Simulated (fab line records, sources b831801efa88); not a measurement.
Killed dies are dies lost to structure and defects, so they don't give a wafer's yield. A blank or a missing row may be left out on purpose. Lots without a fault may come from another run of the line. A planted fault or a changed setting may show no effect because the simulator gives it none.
One fault seen from 2 desks | flow gf180mcu | each desk has only its own numbers; what lay behind them comes last

THE TOOL OWNER'S DESK: pecvd-04
The tool's own readings at GF_V4_CVD_02 (deposits SiO2 from TEOS, target thk 850 nm, time 94.851 s): means of the sampled wafers that have a number, for each lot that ran on this tool. A lot is out of limits, marked OUT, if its mean lies more than 4 standard deviations from the usual mean; the brackets give that distance.
Columns: A = heater_power_w at GF_V4_CVD_02, usual 682 W; B = rf_fwd_power_W at GF_V4_CVD_02, usual 596.2 W
lot  | first seen here | A   | B
L939 | day 23 09:33    | 568 | 597.3
L941 | day 24 11:31    | 560 | 595.0
L947 | day 26 10:35    | 601 | 595.7
L948 | day 26 13:08    | 567 | 595.5
L949 | day 27 01:18    | 563 | 596.2
This desk's finding: nothing out of limits on any of the 5 lots.

THE METROLOGY DESK
What the gauges read, lot by lot, whatever tool the lot ran on: means of the sampled wafers that have a number. A lot is out of limits, marked OUT, if its mean lies more than 4 standard deviations from the usual mean; the brackets give that distance.
Columns: A = cd_nm at GF_M4_CD_MEAS_14, usual 279.3 nm; B = V4_CVD_02_THK at GF_V4_THK_MEAS_03, usual 852 nm
lot  | first seen here | A     | B
L939 | day 23 08:36    | 279.4 | 852
L940 | day 24 00:40    | 279.7 | 860
L941 | day 24 10:27    | 279.8 | 849
L947 | day 26 09:36    | 278.8 | 842
L948 | day 26 12:09    | 279.0 | 819
L949 | day 27 00:20    | 282.1 | 812
L954 | day 28 17:35    | 277.8 | 864
L955 | day 28 18:21    | 277.7 | 845
L958 | day 29 16:59    | 279.5 | 861
L961 | day 30 08:15    | 279.3 | 869
L962 | day 30 15:01    | 276.9 | 857
This desk's finding: nothing out of limits on any of the 11 lots.

PUT TOGETHER
The tool owner's desk saw nothing out of limits.
The metrology desk saw nothing out of limits.

WHAT THE SIMULATOR HAD PUT IN
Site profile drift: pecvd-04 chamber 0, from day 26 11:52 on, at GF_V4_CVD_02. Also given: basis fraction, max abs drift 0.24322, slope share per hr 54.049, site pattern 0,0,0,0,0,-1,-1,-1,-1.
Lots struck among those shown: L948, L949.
